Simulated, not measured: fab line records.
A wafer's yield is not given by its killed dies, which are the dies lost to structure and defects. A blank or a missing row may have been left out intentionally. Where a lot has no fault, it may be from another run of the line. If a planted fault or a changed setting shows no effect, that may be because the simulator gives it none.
Which of the tools did it?	flow sky130	45 wafers from 15 lots sampled at 2 of the route's 708 steps

## WHAT EACH GAUGE READ, for each wafer
SKY_VIA3_RS_MEAS_22: measurement is done with a four-point probe.
lot	measured	on	VIA3_W_RS (ohm/sq)
L707	day 39 17:21	film metro-01	0.297 0.296 0.297
L710	day 40 11:02	film metro-01	0.301 0.301 0.301
L713	day 42 09:15	film metro-01	0.297 0.299 0.293
L714	day 42 10:52	film metro-02	0.296 0.295 0.293
L716	day 42 13:25	film metro-01	0.296 0.291 0.294
L719	day 43 04:16	film metro-01	0.297 0.293 0.293
L721	day 43 18:15	film metro-01	0.295 0.293 0.294
L722	day 43 19:05	film metro-01	0.293 0.298 0.293
L724	day 44 07:30	film metro-02	0.294 0.301 0.303
L725	day 44 19:27	film metro-01	0.298 0.294 0.296
L726	day 44 23:22	film metro-01	0.294 0.290 0.293
L727	day 45 03:33	film metro-04	0.287 0.297 0.298
L728	day 45 11:35	film metro-02	0.298 0.292 0.296
L729	day 45 16:58	film metro-01	0.291 0.291 0.292
L730	day 45 20:46	film metro-04	0.294 0.296 0.296

SKY_VIA3_THK_MEAS_23: measures by xrf.
lot	measured	on	VIA3_W_THK (nm)
L707	day 39 17:28	film metro-01	383 389 387
L710	day 40 11:07	film metro-01	376 378 378
L713	day 42 09:22	film metro-01	384 381 389
L714	day 42 10:59	film metro-02	389 392 393
L716	day 42 13:32	film metro-01	387 391 388
L719	day 43 04:23	film metro-01	391 393 393
L721	day 43 18:22	film metro-01	391 395 389
L722	day 43 19:12	film metro-01	391 387 394
L724	day 44 07:36	film metro-02	393 384 384
L725	day 44 19:34	film metro-01	382 387 387
L726	day 44 23:29	film metro-01	388 393 388
L727	day 45 03:40	film metro-04	392 381 378
L728	day 45 11:42	film metro-02	386 396 390
L729	day 45 17:04	film metro-01	390 392 392
L730	day 45 20:53	film metro-04	382 382 381

## TOOL THAT RAN EACH LOT (tool first, then ch and the chambers of the sampled wafers, then the start)
Record: no process step prior to these readings.

## WHAT THE TOOLS THEMSELVES READ (means of the sampled wafers that have a number; where no wafer has one, the mark that the record gives instead)
The record holds no such reading with a usual standard deviation.

## THE ANSWER, worked out from the rows above alone
Rule: the usual values come from the lots themselves. Put in order of their means at a reading, lots are off if they are a third of the lots or fewer, leave a main group of 4 or more, and stand apart from it by a gap of 3 or more times the standard deviation of the main group's means; of several such gaps the widest counts. A main group whose means are all the same, to the digits that the tables above print for the reading, isn't used. Also off: a lot with no number at a reading for which 4 or more lots have one. All remaining lots with rows at the step are treated as sound. First the gauges in route order, then the tools' own readings, where a lot's mean is used as printed above. At the first step where some lot is off, the reading lying furthest off is the one used; lots without a number count as furthest.
Nothing can be told from this: no lot is off at any reading shown.

## WHAT THE SIMULATOR HAD INSERTED
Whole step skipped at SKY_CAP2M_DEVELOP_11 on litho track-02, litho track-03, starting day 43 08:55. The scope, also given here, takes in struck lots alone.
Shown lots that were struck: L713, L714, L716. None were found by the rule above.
